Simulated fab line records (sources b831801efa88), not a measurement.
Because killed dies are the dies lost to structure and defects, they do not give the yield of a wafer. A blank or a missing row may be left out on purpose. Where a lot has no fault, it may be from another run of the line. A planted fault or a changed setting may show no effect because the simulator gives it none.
Which of the tools did it? / flow gf180mcu / 13 lots, 39 wafers sampled, at 3 steps of a route of 602

WHAT EACH GAUGE READ, for each wafer
GF_V5_CD_MEAS_14: target cd 260 nm. Usual: cd nm reads 260.1 nm (standard deviation 1.4).
lot=L888; measured=day 26 13:02; on=cd sem-01; cd nm (nm)=258.5 259.4 258.2; flag=
lot=L889; measured=day 27 08:21; on=cd sem-01; cd nm (nm)=259.7 261.3 260.1; flag=
lot=L891; measured=day 27 16:01; on=cd sem-02; cd nm (nm)=259.6 259.3 259.3; flag=
lot=L892; measured=day 28 00:40; on=cd sem-01; cd nm (nm)=261.2 260.7 260.7; flag=
lot=L893; measured=day 30 04:08; on=cd sem-02; cd nm (nm)=262.3 261.2 260.0; flag=
lot=L894; measured=day 30 07:25; on=cd sem-02; cd nm (nm)=260.0 260.3 259.4; flag=
lot=L895; measured=day 30 08:10; on=cd sem-01; cd nm (nm)=260.1 259.6 259.4; flag=
lot=L897; measured=day 30 08:39; on=cd sem-02; cd nm (nm)=260.2 260.7 261.3; flag=
lot=L900; measured=day 31 00:04; on=cd sem-01; cd nm (nm)=258.7 259.3 258.1; flag=
lot=L901; measured=day 31 17:16; on=cd sem-02; cd nm (nm)=265.4 261.2 261.8; flag=
lot=L902; measured=day 31 19:19; on=cd sem-02; cd nm (nm)=261.7 261.4 261.5; flag=
lot=L903; measured=day 31 23:28; on=cd sem-01; cd nm (nm)=258.2 257.5 256.8; flag=
lot=L904; measured=day 32 07:47; on=cd sem-01; cd nm (nm)=266.1 262.5 262.9; flag=

WHICH TOOL RAN EACH LOT (tool, then ch and the chambers of the sampled wafers, then the start)
lot=L888; GF_V5_CMP_04=cmp-02 ch 1,2,3, day 25 17:07; GF_V5_EXPOSE_11=krf scanner-02 ch 0, day 26 03:53
lot=L889; GF_V5_CMP_04=cmp-02 ch 2,3, day 26 12:11; GF_V5_EXPOSE_11=krf scanner-02 ch 0, day 26 22:33
lot=L891; GF_V5_CMP_04=cmp-01 ch 0,1,2, day 26 19:25; GF_V5_EXPOSE_11=krf scanner-01 ch 0, day 27 06:04
lot=L892; GF_V5_CMP_04=cmp-01 ch 0,2,3, day 27 04:01; GF_V5_EXPOSE_11=krf scanner-02 ch 0, day 27 14:40
lot=L893; GF_V5_CMP_04=cmp-01 ch 1,2, day 29 09:23; GF_V5_EXPOSE_11=krf scanner-01 ch 0, day 29 19:10
lot=L894; GF_V5_CMP_04=cmp-01 ch 1,2, day 29 12:19; GF_V5_EXPOSE_11=krf scanner-02 ch 0, day 29 21:55
lot=L895; GF_V5_CMP_04=cmp-02 ch 0,3, day 29 12:49; GF_V5_EXPOSE_11=krf scanner-01 ch 0, day 29 22:43
lot=L897; GF_V5_CMP_04=cmp-02 ch 0,1,2, day 29 13:59; GF_V5_EXPOSE_11=krf scanner-02 ch 0, day 29 23:47
lot=L900; GF_V5_CMP_04=cmp-01 ch 0,3, day 30 06:38; GF_V5_EXPOSE_11=krf scanner-02 ch 0, day 30 15:35
lot=L901; GF_V5_CMP_04=cmp-02 ch 1,2,3, day 30 23:35; GF_V5_EXPOSE_11=krf scanner-02 ch 0, day 31 08:40
lot=L902; GF_V5_CMP_04=cmp-02 ch 0,2,3, day 31 00:58; GF_V5_EXPOSE_11=krf scanner-01 ch 0, day 31 10:35
lot=L903; GF_V5_CMP_04=cmp-01 ch 0,1,3, day 31 05:04; GF_V5_EXPOSE_11=krf scanner-01 ch 0, day 31 14:17
lot=L904; GF_V5_CMP_04=cmp-01 ch 2,3, day 31 14:05; GF_V5_EXPOSE_11=krf scanner-02 ch 0, day 32 00:05
- GF_V5_CMP_04: polishes SiO2.
- GF_V5_EXPOSE_11: exposes mask Via5, target cd 260 nm.

WHAT THE TOOLS THEMSELVES READ (means of the sampled wafers that have a number; where no wafer has one, the mark that the record gives instead)
GF_V5_CMP_04. Usual: motor current A reads 12.0 A (standard deviation 1.1).
lot=L888; tool=cmp-02; motor current A (A)=12.3; flag=
lot=L889; tool=cmp-02; motor current A (A)=11.7; flag=
lot=L891; tool=cmp-01; motor current A (A)=11.7; flag=
lot=L892; tool=cmp-01; motor current A (A)=11.2; flag=
lot=L893; tool=cmp-01; motor current A (A)=11.3; flag=
lot=L894; tool=cmp-01; motor current A (A)=11.4; flag=
lot=L895; tool=cmp-02; motor current A (A)=12.6; flag=
lot=L897; tool=cmp-02; motor current A (A)=13.0; flag=
lot=L900; tool=cmp-01; motor current A (A)=11.7; flag=
lot=L901; tool=cmp-02; motor current A (A)=12.2; flag=
lot=L902; tool=cmp-02; motor current A (A)=12.8; flag=
lot=L903; tool=cmp-01; motor current A (A)=11.8; flag=
lot=L904; tool=cmp-01; motor current A (A)=11.0; flag=

THE ANSWER, worked out from the rows above alone
Rule: lot off if the mean of its wafers having a number is beyond 3 standard deviations from the usual mean. A lot without any number at a reading at which 4 lots or more have one is off too. All remaining lots with rows at the step are treated as sound. After the gauges, taken in route order, come the tools' own readings; for these a lot's mean is taken, as printed above. At the first step where some lot is off, the reading lying furthest off is the one used; lots without a number count as furthest.
None of the lots is off at any reading shown; this tells nothing.

WHAT THE SIMULATOR PUT IN
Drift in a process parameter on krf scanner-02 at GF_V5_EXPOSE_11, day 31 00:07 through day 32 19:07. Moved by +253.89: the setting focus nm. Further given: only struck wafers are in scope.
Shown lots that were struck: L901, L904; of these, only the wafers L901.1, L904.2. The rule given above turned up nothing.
